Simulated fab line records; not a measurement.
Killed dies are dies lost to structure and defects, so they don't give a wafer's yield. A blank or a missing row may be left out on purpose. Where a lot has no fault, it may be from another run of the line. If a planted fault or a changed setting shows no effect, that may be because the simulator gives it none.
fab line records    flow gf180mcu
record: lots: 13  wafers: 39  last-day: 35
route steps=602 shown VT_IMPLANT@98 CONTACT@311 V2@386
lots that met no fault: from a run of the same line without faults
start-h: the number of hours between the record's first day and the start of the first shown wafer of the lot    wait-h: hours elapsed since this lot's preceding step    " unchanged from the row above    L1.1+2: one row covering several wafers at once    - either no value or no given start    * or withheld: withheld    < > ~ a bound
route shown NAME@n: names a module that has steps shown in the file, with the first one's number in the route    usual: the fault-free wafers' mean and standard deviation    same: alike in all rows    chamber/n: place in a boat    sites: each site's reading    _std_site: how widely they spread, as a standard deviation    _edge_site: inner sites' mean taken away from outer sites' mean    radius-mm: for every site, how far away it sits from the centre of the wafer    mask NAME#n: copy n    behind: the tool/chamber that last shaped the wafer    hold: why the lot went on hold/how many hours it stayed there/how the hold came to an end    device: transistor that didn't switch, given as n, p or np    end of line: the same wafers' tests at the end of the route    a step without rows: its recipe alone    killed: the dies lost at the first sort to structure and to defects; this is not the yield of the wafer    map: the dies of a wafer, with x for killed, . for not killed, _ for no die there
set.NAME: setting as actually run; set.NAME@STEP: the setting as run at that earlier step    model.NAME: the simulator's own value behind a step, which no gauge read
route steps across a sampled set of lots; one table per step, one row per wafer
services: a tool's chamber out of use, with start hour (start-h, from the record's first day; less than 0 if before it), hours out, and reason
== steps ==
step: GF_VT_IMPLANT_IMPLANT_08
recipe: species: BF2  energy-kev: 20  dose-cm2: 8.29e+12  tilt-deg: 7
usual: dose-ions-cm2: 8.291e+12/8.6e+09  faraday-current-uA: 46.7/0.92
lot.wafer  tool          chamber  start-h  wait-h  dose-ions-cm2  faraday-current-uA
L970.2     implanter-04  0        121.48   0.0     8.287e+12      46.7
L970.5     "             0        "        "       8.287e+12      45.9
L970.6     "             0        "        "       8.293e+12      45.4
L971.3     implanter-04  0        131.56   0.1     8.297e+12      47.6
L971.5     "             0        "        "       8.29e+12       48.5
L971.6     "             0        "        "       8.292e+12      46.9
L972.1     implanter-03  0        136.36   0.0     8.29e+12       46.5
L972.4     "             0        "        "       8.301e+12      48.2
L972.6     "             0        "        "       8.284e+12      46.2
L973.1     implanter-04  0        142.88   0.0     8.289e+12      47.4
L973.3     "             0        "        "       8.297e+12      45.4
L973.5     "             0        "        "       8.292e+12      44.9
L975.1     implanter-03  0        153.98   0.0     8.306e+12      47.5
L975.2     "             0        "        "       8.305e+12      47.2
L975.6     "             0        "        "       8.291e+12      46.6
L977.1     implanter-03  0        168.60   0.0     8.285e+12      44.3
L977.4     "             0        "        "       8.29e+12       46.8
L977.6     "             0        "        "       8.28e+12       47.6
L980.2     implanter-01  0        188.88   0.0     8.296e+12      47.8
L980.4     "             0        "        "       8.285e+12      46.3
L980.6     "             0        "        "       8.283e+12      45.7
L981.1     implanter-03  0        193.00   0.0     8.284e+12      46.7
L981.3     "             0        "        "       8.287e+12      46.6
L981.6     "             0        "        "       8.294e+12      47.0
L982.1     implanter-03  0        199.55   0.0     8.295e+12      45.3
L982.5     "             0        "        "       8.299e+12      47.6
L982.6     "             0        "        "       8.304e+12      47.1
L983.2     implanter-01  0        204.12   0.0     8.278e+12      45.7
L983.3     "             0        "        "       8.288e+12      46.0
L983.4     "             0        "        "       8.276e+12      46.1
L989.1     implanter-01  0        242.83   0.0     7.547e+12      43.0
L989.5     "             0        "        "       7.525e+12      43.0
L989.6     "             0        "        "       7.536e+12      41.7
L990.1     implanter-01  0        249.83   0.0     7.536e+12      42.9
L990.3     "             0        "        "       7.529e+12      43.2
L990.4     "             0        "        "       7.544e+12      42.9
L991.1     implanter-03  0        257.11   0.0     8.291e+12      48.0
L991.3     "             0        "        "       8.29e+12       45.5
L991.4     "             0        "        "       8.282e+12      46.5
step: GF_VT_IMPLANT_TW_MEAS_10
usual: VT_IMPLANT_TW: 562/3.4
lot.wafer  tool           chamber  start-h  wait-h  VT_IMPLANT_TW
L970.2     film-metro-03  -        121.71   0.1     568
L970.5     "              -        "        "       567
L970.6     "              -        "        "       568
L971.3     film-metro-03  -        131.78   0.1     566
L971.5     "              -        "        "       568
L971.6     "              -        "        "       569
L972.1     film-metro-01  -        136.61   0.1     557
L972.4     "              -        "        "       557
L972.6     "              -        "        "       559
L973.1     film-metro-04  -        143.13   0.1     560
L973.3     "              -        "        "       563
L973.5     "              -        "        "       563
L975.1     film-metro-01  -        154.23   0.1     556
L975.2     "              -        "        "       557
L975.6     "              -        "        "       559
L977.1     film-metro-01  -        168.85   0.1     561
L977.4     "              -        "        "       561
L977.6     "              -        "        "       560
L980.2     film-metro-01  -        189.12   0.1     559
L980.4     "              -        "        "       559
L980.6     "              -        "        "       560
L981.1     film-metro-04  -        193.25   0.1     559
L981.3     "              -        "        "       560
L981.6     "              -        "        "       558
L982.1     film-metro-04  -        199.80   0.1     558
L982.5     "              -        "        "       556
L982.6     "              -        "        "       561
L983.2     film-metro-04  -        204.36   0.1     562
L983.3     "              -        "        "       556
L983.4     "              -        "        "       556
L989.1     film-metro-03  -        243.08   0.1     551
L989.5     "              -        "        "       552
L989.6     "              -        "        "       547
L990.1     film-metro-04  -        250.08   0.1     548
L990.3     "              -        "        "       545
L990.4     "              -        "        "       549
L991.1     film-metro-01  -        257.36   0.1     560
L991.3     "              -        "        "       566
L991.4     "              -        "        "       563
step: GF_CONTACT_CVD_24
recipe: material: W  target-thk-nm: 300  time-s: 90.339  temp-c: 400  pressure-torr: 40
usual: heater-power-w: 941/110
lot.wafer  tool      chamber  start-h  wait-h  heater-power-w
L970.2     cvd-w-01  0        407.74   0.0     923
L970.5     "         1        "        "       701
L970.6     "         0        "        "       910
L971.3     cvd-w-02  0        420.87   0.1     1025
L971.5     "         0        "        "       997
L971.6     "         1        "        "       969
L972.1     cvd-w-02  1        427.45   0.0     982
L972.4     "         0        "        "       1027
L972.6     "         0        "        "       1043
L973.1     cvd-w-02  0        436.98   0.0     1008
L973.3     "         1        "        "       1010
L973.5     "         0        "        "       998
L975.1     cvd-w-01  1        454.38   0.0     703
L975.2     "         0        "        "       903
L975.6     "         1        "        "       696
L977.1     cvd-w-02  0        466.39   0.0     1016
L977.4     "         0        "        "       987
L977.6     "         0        "        "       993
L980.2     cvd-w-01  1        498.98   0.0     684
L980.4     "         0        "        "       908
L980.6     "         0        "        "       914
L981.1     cvd-w-01  1        504.03   0.0     701
L981.3     "         0        "        "       899
L981.6     "         1        "        "       703
L982.1     cvd-w-02  1        510.62   0.0     987
L982.5     "         0        "        "       1036
L982.6     "         1        "        "       998
L983.2     cvd-w-02  0        519.19   0.0     1001
L983.3     "         0        "        "       1016
L983.4     "         1        "        "       1003
L989.1     cvd-w-01  0        561.28   0.0     916
L989.5     "         1        "        "       717
L989.6     "         0        "        "       922
L990.1     cvd-w-01  0        569.58   0.0     920
L990.3     "         1        "        "       706
L990.4     "         0        "        "       901
L991.1     cvd-w-01  0        577.73   0.0     908
L991.3     "         1        "        "       719
L991.4     "         0        "        "       926
step: GF_V2_CMP_04
recipe: material: SiO2  down-force-psi: 4  platen-rpm: 60  pad-velocity-m-s: 0.94248
usual: motor-current-A: 11.6/1.3  time-to-endpoint-s: 83/5.4
lot.wafer  tool    chamber  start-h  wait-h  motor-current-A  time-to-endpoint-s
L970.2     cmp-01  1        487.20   0.3     12.0             79
L970.6     "       1        "        "       11.6             84
L970.5     "       2        "        "       11.1             81
L971.3     cmp-02  0        501.58   0.1     11.2             84
L971.6     "       2        "        "       12.9             93
L971.5     "       3        "        "       10.0             94
L972.1     cmp-01  1        508.83   0.1     11.0             80
L972.4     "       3        "        "       9.4              80
L972.6     "       0        "        "       12.0             78
L973.1     cmp-01  2        517.59   0.1     11.4             73
L973.3     "       3        "        "       10.0             76
L973.5     "       2        "        "       11.6             84
L975.1     cmp-02  3        533.98   0.1     10.8             86
L975.2     "       0        "        "       11.9             81
L975.6     "       2        "        "       12.2             83
L977.4     cmp-02  2        545.69   0.1     12.5             93
L977.1     "       3        "        "       10.3             92
L977.6     "       1        "        "       13.7             90
L980.2     cmp-01  3        575.20   0.0     9.7              86
L980.4     "       2        "        "       11.6             77
L980.6     "       3        "        "       9.7              86
L981.3     cmp-02  3        582.20   0.7     11.1             92
L981.1     "       0        "        "       11.5             84
L981.6     "       0        "        "       12.0             88
L982.1     cmp-02  0        587.02   0.1     11.2             85
L982.5     "       3        "        "       11.1             97
L982.6     "       0        "        "       11.0             86
L983.3     cmp-02  0        594.19   0.0     12.2             72
L983.4     "       1        "        "       13.8             82
L983.2     "       2        "        "       13.1             77
L989.1     cmp-02  0        635.22   0.1     12.0             81
L989.5     "       2        "        "       12.4             79
L989.6     "       3        "        "       10.8             90
L990.1     cmp-02  3        640.20   0.2     10.8             84
L990.3     "       0        "        "       11.5             77
L990.4     "       1        "        "       14.4             85
L991.4     cmp-01  1        648.94   0.0     11.3             85
L991.1     "       3        "        "       10.2             75
L991.3     "       0        "        "       12.3             81
step: GF_V2_SPUTTER_21
recipe: material: Ti  target-thk-nm: 15  chamber-pressure-pa: 5  power-w: 2500  substrate-temp-c: 200  time-s: 80.02
usual: substrate-temp-c: 199.99/0.17  throttle-valve-pct: 29.7/1.1
lot.wafer  tool            chamber  start-h  wait-h  substrate-temp-c  throttle-valve-pct
L970.2     pvd-sputter-01  -        513.14   0.0     199.92            28.4
L970.5     "               -        "        "       199.88            29.2
L970.6     "               -        "        "       200.17            29.0
L971.3     pvd-sputter-02  -        527.03   0.0     200.22            29.6
L971.5     "               -        "        "       199.91            28.0
L971.6     "               -        "        "       200.21            29.4
L972.1     pvd-sputter-01  -        534.14   0.0     200.16            29.4
L972.4     "               -        "        "       200.26            29.3
L972.6     "               -        "        "       199.89            29.3
L973.1     pvd-sputter-01  -        542.99   0.0     199.96            30.3
L973.3     "               -        "        "       200.10            29.2
L973.5     "               -        "        "       200.01            29.4
L975.1     pvd-sputter-01  -        559.08   0.0     200.00            28.8
L975.2     "               -        "        "       200.42            29.1
L975.6     "               -        "        "       200.03            28.4
L977.1     pvd-sputter-03  -        570.36   0.0     199.80            29.9
L977.4     "               -        "        "       200.28            28.8
L977.6     "               -        "        "       200.01            30.8
L980.2     pvd-sputter-03  -        599.73   0.0     200.19            30.6
L980.4     "               -        "        "       199.75            30.8
L980.6     "               -        "        "       199.80            30.8
L981.1     pvd-sputter-03  -        605.90   0.0     200.08            30.8
L981.3     "               -        "        "       199.88            30.7
L981.6     "               -        "        "       200.17            30.0
L982.1     pvd-sputter-03  -        610.98   0.0     200.10            30.9
L982.5     "               -        "        "       200.07            31.0
L982.6     "               -        "        "       199.92            30.5
L983.2     pvd-sputter-02  -        617.28   0.0     199.74            29.5
L983.3     "               -        "        "       200.04            27.5
L983.4     "               -        "        "       199.75            31.9
L989.1     pvd-sputter-03  -        657.33   0.0     200.11            30.8
L989.5     "               -        "        "       200.14            30.9
L989.6     "               -        "        "       199.87            28.6
L990.1     pvd-sputter-01  -        662.18   0.0     199.84            29.3
L990.3     "               -        "        "       200.04            30.4
L990.4     "               -        "        "       199.92            28.6
L991.1     pvd-sputter-02  -        671.27   0.0     200.00            29.5
L991.3     "               -        "        "       199.73            27.6
L991.4     "               -        "        "       199.76            31.3
== services ==
tool      chamber  start-h  hours  kind
cmp-02    -        109.42   0.7    repair
cmp-02    -        112.29   4.5    repair
cmp-02    -        117.70   6.4    repair
cmp-02    -        124.05   3.2    pm
cvd-w-01  1        136.86   3.3    repair
cvd-w-01  -        165.52   6.0    pm
cmp-02    -        177.81   1.4    repair
cmp-02    -        232.12   4.0    pm
cvd-w-01  -        241.79   2.8    pm
cmp-02    -        308.83   14.5   pm
cvd-w-01  1        314.43   1.9    repair
cmp-02    -        329.34   1.2    repair
cvd-w-01  -        337.03   2.5    repair
cvd-w-01  1        340.14   14.9   repair
cmp-02    -        343.18   2.3    repair
cmp-02    -        370.19   3.1    repair
cvd-w-01  -        390.00   14.0   pm
cmp-02    -        433.50   0.9    repair
cmp-02    -        483.65   5.9    pm
cmp-02    -        522.74   5.2    pm
cmp-02    -        572.32   4.0    pm
cmp-02    -        580.85   1.3    repair
cmp-02    -        603.80   7.0    repair
cmp-02    -        647.97   1.3    repair
== key ==
first-sign: step: GF_VT_IMPLANT_IMPLANT_08  reading: dose-ions-cm2  direction: down  sigmas: 87  usual: 8.291e+12  struck: 7.536e+12
effect: step: GF_VT_IMPLANT_IMPLANT_08  reading: faraday-current-uA  direction: down  sigmas: 4.2  usual: 46.7  struck: 42.8
effect: step: GF_VT_IMPLANT_TW_MEAS_10  reading: VT_IMPLANT_TW  direction: down  sigmas: 3.9  usual: 562  struck: 548
met-at GF_VT_IMPLANT_IMPLANT_08
struck-lots L989,L990
tester-left-out L989,L990
not-acting-at GF_CONTACT_CVD_24,GF_V2_CMP_04,GF_V2_SPUTTER_21
onset-between 204.12 242.83
fault: kind: process-parameter-drift  tool: implanter-01  chamber: -  onset-h: 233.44  steps: GF_VT_IMPLANT_IMPLANT_08  channel: dose-cm2  offset: -7.512e+11  shape: step  end-h: 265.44  acts-in: these-recipes-only  stated: 8.29e+12
tester-left-out: of these lots the tester's yield and bins aren't shown, on N5 and GAA mostly nor the transistor test; their killed dies are dies lost to structure and defects alone, not to doping, threshold or leakage, so they don't give the yield
